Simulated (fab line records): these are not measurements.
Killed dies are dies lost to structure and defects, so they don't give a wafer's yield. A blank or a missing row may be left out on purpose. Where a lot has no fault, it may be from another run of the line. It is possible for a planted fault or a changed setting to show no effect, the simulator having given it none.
A lot that was struck, set against a sound lot -- flow sfq-line -- 15 out of 325 route steps
Sound: wafers L700.2, L700.3, L700.5. Struck: wafer L709.6. (L709.5 of the same lot was not struck and is left out.) The cause comes at the end.
Per side, at each step with rows, come the tool, then ch with its chambers, and then its first start. Under that, the readings that differ: sound wafers -- struck wafers -- difference of the means -- sigmas: that difference in standard deviations of wafers without a fault.
alike: words and numbers the same on both sides, and readings whose means are apart by under 2 such deviations; not compared: readings that were withheld, readings missing a value for some wafer, numbers with overlapping values and no deviation given by the record, and bounds like >300 which may hide the same value.
Wherever a step has rows on one side only, a row that says differs or no value, or a row with sigmas, the two part there. Numbers that don't overlap but have no deviation are shown without sigmas and don't part them. Lack of a reading on every wafer of one side parts them only where that side has two or more wafers.

first, 1 step without rows for these wafers: SFQ_TRILAYER_M1_STRIP_SOLV_CLEAN_044 (cleans in NMP, time 600 s).
SFQ_TRILAYER_I1_DEP_PECVD_045: deposits SiO2 from SiH4/N2O, time 111.11 s, target thk 500 nm.
  sound on pecvd-04 ch 0,1, day 19 19:56; struck on pecvd-04 ch 1, day 23 05:44
  alike: chamber-pressure-Torr, heater-power-w, showerhead-vpp-V, throttle-valve-pct
SFQ_TRILAYER_I1_CMP_CMP_046: polishes SiO2.
  sound on cmp-02 ch 0,1,2, day 20 03:53; struck on cmp-01 ch 0, day 23 07:46
  alike: motor-current-A, platen-rpm, slurry-flow-ml-min, time-to-endpoint-s
SFQ_I1_BOW_MEAS_912:
  sound on film-metro-04, day 20 06:24; struck on film-metro-01, day 23 08:51
  alike: I1_BOW
SFQ_TRILAYER_I1_METRO_MEASURE_047:
  sound on film-metro-04, day 20 06:42; struck on film-metro-01, day 23 09:41
  alike: thk-nm
then, 6 steps without rows for these wafers: SFQ_TRILAYER_I1_VIA_LITHO_COAT_054 (resist thk 62 nm); SFQ_TRILAYER_I1_VIA_LITHO_COAT_049 (resist thk 650 nm); SFQ_TRILAYER_I1_VIA_LITHO_SOFTBAKE_053; SFQ_TRILAYER_I1_VIA_LITHO_EXPOSE_050 (exposes mask I1, target cd 500 nm); SFQ_TRILAYER_I1_VIA_LITHO_PEB_052 (peb time 60 s); SFQ_TRILAYER_I1_VIA_LITHO_DEVELOP_051 (time 60 s).
-- the record jumps here: 7 days lie between the struck wafers' starts before and after --
SFQ_I1_OVL_MEAS_913:
  sound on overlay-01, day 26 19:50; struck on overlay-02, day 29 22:03
  alike: I1_OVL
SFQ_TRILAYER_I1_VIA_BARC_OPEN_VIA_ETCH_071: etches BARC in O2, target depth 125 nm, time 41.7 s.
  sound on rie-diel-01 ch 0,3, day 26 19:52; struck on rie-diel-02 ch 0, day 29 22:05
reading,sound,struck,difference,sigmas
drypump-motor-current-A (A),5.1 5.8 5.2,6.3,+0.9,+2
oes-product-au (a.u.),0.677 0.678 0.681,0.625,-0.054,-13
run-length-s (s),70.4 69.9 70.2,80.6,+10.4,+27
model.KrF_of_TRILAYER_I1_VIA_LITHO_COAT_049.thk-nm (nm),573.4 571.1 573.4,560,-13,
  not compared: rf-hours-counter-h
SFQ_TRILAYER_I1_VIA_ETCH_VIA_ETCH_052: etches SiO2 in CHF3, stops on Nb, target depth 260 nm.
  sound on rie-diel-01 ch 0,3, day 26 19:54; struck on rie-diel-02 ch 0, day 29 22:09
reading,sound,struck,difference,sigmas
drypump-motor-current-A (A),5.1 5.9 5.1,6.4,+1.0,+2
model.KrF_of_TRILAYER_I1_VIA_LITHO_COAT_049.thk-nm (nm),528.1 525.2 528.2,515.1,-12.1,
  alike: oes-product-au
SFQ_TRILAYER_I1_VIA_STRIP_STRIP_053: strips in O2.
  sound on rie-metal-01 ch 0, day 26 20:01; struck on rie-metal-02 ch 1, day 29 22:37
  alike: drypump-motor-current-A, oes-product-au
  not compared: rf-hours-counter-h

## WHERE THEY PART
At SFQ_TRILAYER_I1_VIA_BARC_OPEN_VIA_ETCH_071 first; at SFQ_TRILAYER_I1_VIA_ETCH_VIA_ETCH_052 last (within this record only). Later steps at which nothing parts them and some readings are alike: SFQ_TRILAYER_I1_VIA_STRIP_STRIP_053.

WHY: what had been put in by the simulator
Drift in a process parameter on rie-diel-02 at SFQ_TRILAYER_I1_VIA_BARC_OPEN_VIA_ETCH_071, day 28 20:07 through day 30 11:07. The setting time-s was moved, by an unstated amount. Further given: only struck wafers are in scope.
